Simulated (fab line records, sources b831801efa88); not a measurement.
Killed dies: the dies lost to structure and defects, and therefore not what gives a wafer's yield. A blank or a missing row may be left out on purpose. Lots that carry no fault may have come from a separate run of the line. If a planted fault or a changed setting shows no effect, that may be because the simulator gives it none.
Lot-split experiment / flow sky130 / 5 lots, 23 wafers read, on a route of 708 steps

SPLIT DETAILS
At SKY_LDD_N_IMPLANT_10, the setting energy kev was moved away from the recipe's 20 on 11 of the 23 wafers read, by -4.6% to +4.5%. For the rest of the wafers, this setting stayed at what the recipe calls for.

Reading taken at the split's own step.

THE READING
In nm, at SKY_LDD_N_IMPLANT_10: implant.drp nm, which is the simulator's own figure and was read by no gauge. There is no usual value for it anywhere in the file.

wafer=L077.1; tool, chamber at the split=implanter-02, 0; energy kev as run=20; against the recipe=recipe; implant.drp nm, nm=7.212; against lot-mates on the recipe=-
wafer=L077.3; tool, chamber at the split=implanter-02, 0; energy kev as run=20; against the recipe=recipe; implant.drp nm, nm=7.212; against lot-mates on the recipe=-
wafer=L077.2; tool, chamber at the split=implanter-02, 0; energy kev as run=19.1; against the recipe=-4.5%; implant.drp nm, nm=6.986; against lot-mates on the recipe=-0.226
wafer=L077.4; tool, chamber at the split=implanter-02, 0; energy kev as run=19.1; against the recipe=-4.5%; implant.drp nm, nm=6.986; against lot-mates on the recipe=-0.226
wafer=L077.5; tool, chamber at the split=implanter-02, 0; energy kev as run=19.1; against the recipe=-4.5%; implant.drp nm, nm=6.986; against lot-mates on the recipe=-0.226
wafer=L074.1; tool, chamber at the split=implanter-03, 0; energy kev as run=19.67; against the recipe=-1.6%; implant.drp nm, nm=7.129; against lot-mates on the recipe=-0.083
wafer=L074.2; tool, chamber at the split=implanter-03, 0; energy kev as run=19.67; against the recipe=-1.6%; implant.drp nm, nm=7.129; against lot-mates on the recipe=-0.083
wafer=L074.3; tool, chamber at the split=implanter-03, 0; energy kev as run=19.67; against the recipe=-1.6%; implant.drp nm, nm=7.129; against lot-mates on the recipe=-0.083
wafer=L074.5; tool, chamber at the split=implanter-03, 0; energy kev as run=20; against the recipe=recipe; implant.drp nm, nm=7.212; against lot-mates on the recipe=-
wafer=L074.6; tool, chamber at the split=implanter-03, 0; energy kev as run=20; against the recipe=recipe; implant.drp nm, nm=7.212; against lot-mates on the recipe=-
wafer=L079.2; tool, chamber at the split=implanter-02, 0; energy kev as run=19.08; against the recipe=-4.6%; implant.drp nm, nm=6.981; against lot-mates on the recipe=-0.231
wafer=L079.6; tool, chamber at the split=implanter-02, 0; energy kev as run=19.08; against the recipe=-4.6%; implant.drp nm, nm=6.981; against lot-mates on the recipe=-0.231
wafer=L079.3; tool, chamber at the split=implanter-02, 0; energy kev as run=20; against the recipe=recipe; implant.drp nm, nm=7.212; against lot-mates on the recipe=-
wafer=L079.4; tool, chamber at the split=implanter-02, 0; energy kev as run=20; against the recipe=recipe; implant.drp nm, nm=7.212; against lot-mates on the recipe=-
wafer=L079.5; tool, chamber at the split=implanter-02, 0; energy kev as run=20; against the recipe=recipe; implant.drp nm, nm=7.212; against lot-mates on the recipe=-
wafer=L080.1; tool, chamber at the split=implanter-01, 0; energy kev as run=20.9; against the recipe=+4.5%; implant.drp nm, nm=7.436; against lot-mates on the recipe=+0.224
wafer=L080.2; tool, chamber at the split=implanter-01, 0; energy kev as run=20.9; against the recipe=+4.5%; implant.drp nm, nm=7.436; against lot-mates on the recipe=+0.224
wafer=L080.4; tool, chamber at the split=implanter-01, 0; energy kev as run=20.9; against the recipe=+4.5%; implant.drp nm, nm=7.436; against lot-mates on the recipe=+0.224
wafer=L080.3; tool, chamber at the split=implanter-01, 0; energy kev as run=20; against the recipe=recipe; implant.drp nm, nm=7.212; against lot-mates on the recipe=-
wafer=L080.5; tool, chamber at the split=implanter-01, 0; energy kev as run=20; against the recipe=recipe; implant.drp nm, nm=7.212; against lot-mates on the recipe=-
wafer=L082.4; tool, chamber at the split=implanter-01, 0; energy kev as run=20; against the recipe=recipe; implant.drp nm, nm=7.212; against lot-mates on the recipe=-
wafer=L082.5; tool, chamber at the split=implanter-01, 0; energy kev as run=20; against the recipe=recipe; implant.drp nm, nm=7.212; against lot-mates on the recipe=-
wafer=L082.6; tool, chamber at the split=implanter-01, 0; energy kev as run=20; against the recipe=recipe; implant.drp nm, nm=7.212; against lot-mates on the recipe=-

THE FIT
A straight line over all 23 wafers: implant.drp nm changes by +0.05 nm for each +1% of energy kev; r = +1.00; the points scatter about the line by 0.00047 nm.
The same after taking each lot's own level away (the mean of its wafers on the recipe; 23 wafers): +0.05 nm for each +1%; r = +1.00; scatter 0.00047 nm.
According to that fit, moving energy kev by its largest amount changes the reading by 0.23 nm.
The lots' own levels span 7.2120 to 7.2120 nm.
Hence the lot-to-lot level has little effect on the slope; both slopes agree.
Check: with one of the wafers moved furthest among these (-4.6%) left out of the fit, the line predicts -0.23 nm for it against its lot-mates. It came out at -0.231 nm against them.

THE WHOLE CHAIN: every reading that the file lists as answering this split, in the file's order
step=SKY_LDD_N_IMPLANT_10; what it does=; reading=implant.rp nm (the simulator's own value, which no gauge read); change (the file's fit)=+0.117 nm for each +1% of the setting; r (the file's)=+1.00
step=SKY_LDD_N_IMPLANT_10; what it does=; reading=implant.drp nm (the simulator's own value, which no gauge read); change (the file's fit)=+0.05 nm for each +1% of the setting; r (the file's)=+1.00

FILE'S OWN FIT
implant.drp nm changes by +0.05 nm for each +1% of energy kev, r = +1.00.
